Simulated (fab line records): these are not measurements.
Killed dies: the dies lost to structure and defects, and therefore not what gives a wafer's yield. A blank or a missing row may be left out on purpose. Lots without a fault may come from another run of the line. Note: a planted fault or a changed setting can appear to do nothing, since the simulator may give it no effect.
2 desks, one fault || flow sky130 || each desk holds nothing but its own numbers, with what lay behind them at the end

THE METROLOGY DESK
What the gauges read, lot by lot, whatever tool the lot ran on: means of the sampled wafers that have a number. If a lot's mean is further than 4 standard deviations from the usual mean, the lot is out of limits and carries the mark OUT (the distance appears in the brackets).
Columns: A = PWDE_TW at SKY_PWDE_TW_MEAS_10, usual 371; B = SD_P_TW at SKY_SD_P_TW_MEAS_11, usual 2820
{"lot": "L565", "first seen here": "day 3 17:11", "A": 366, "B": 2783}
{"lot": "L566", "first seen here": "day 4 00:22", "A": 369, "B": 2862}
{"lot": "L567", "first seen here": "day 4 09:17", "A": 375, "B": 2790}
{"lot": "L568", "first seen here": "day 4 15:22", "A": 366, "B": 2794}
{"lot": "L569", "first seen here": "day 4 19:27", "A": 376, "B": 2803}
{"lot": "L570", "first seen here": "day 5 03:13", "A": 372, "B": 2768}
{"lot": "L576", "first seen here": "day 6 08:55", "A": 372, "B": 2775}
{"lot": "L577", "first seen here": "day 6 14:08", "A": 373, "B": 2776}
{"lot": "L580", "first seen here": "day 7 10:34", "A": 370, "B": 2880}
{"lot": "L583", "first seen here": "day 8 10:25", "A": 371, "B": 2791}
{"lot": "L584", "first seen here": "day 8 16:49", "A": 369, "B": 2884}
{"lot": "L586", "first seen here": "day 8 22:26", "A": 375, "B": 2871}
{"lot": "L588", "first seen here": "day 9 07:04", "A": 369, "B": 2880}
This desk found nothing out of limits on any of the 13 lots.

TOOL OWNER'S DESK, implanter-03
The tool's own readings at SKY_NWELL_IMPLANT_12: means of the sampled wafers that have a number, for each lot that ran on this tool. If a lot's mean is further than 4 standard deviations from the usual mean, the lot is out of limits and carries the mark OUT (the distance appears in the brackets).
Columns: A = dose-ions-cm2 at SKY_NWELL_IMPLANT_12, usual 1.3002e+12; B = faraday-current-uA at SKY_NWELL_IMPLANT_12, usual 7.34
{"lot": "L567", "first seen here": "day 5 02:48", "A": 1.3005e+12, "B": 7.34}
{"lot": "L568", "first seen here": "day 5 08:18", "A": 1.3002e+12, "B": 7.32}
{"lot": "L576", "first seen here": "day 7 02:46", "A": "1.4373e+12 (+91) OUT", "B": "8.25 (+6.1) OUT"}
{"lot": "L580", "first seen here": "day 8 06:27", "A": "1.4398e+12 (+93) OUT", "B": "8.21 (+5.8) OUT"}
Finding of this desk: L576, L580 out of limits; the first was L576 at day 7 02:46, on dose-ions-cm2 at SKY_NWELL_IMPLANT_12. In limits: L567, L568.

TAKEN TOGETHER
The tool owner's desk had the chance to raise an alarm at day 7 02:46 on L576, L580.
From the metrology desk's view, nothing was out of limits.
The metrology desk holds a record of L576, L580, inside its limits.
Of the lots named, all ran SKY_NWELL_IMPLANT_12 on implanter-03.

WHAT THE SIMULATOR PUT IN
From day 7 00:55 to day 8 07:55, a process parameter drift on implanter-03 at SKY_NWELL_IMPLANT_12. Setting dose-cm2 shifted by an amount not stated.
Struck lots among those shown: L576, L580.
Each desk's first reading out of limits, in hours after the fault started: the tool owner's desk, 2.
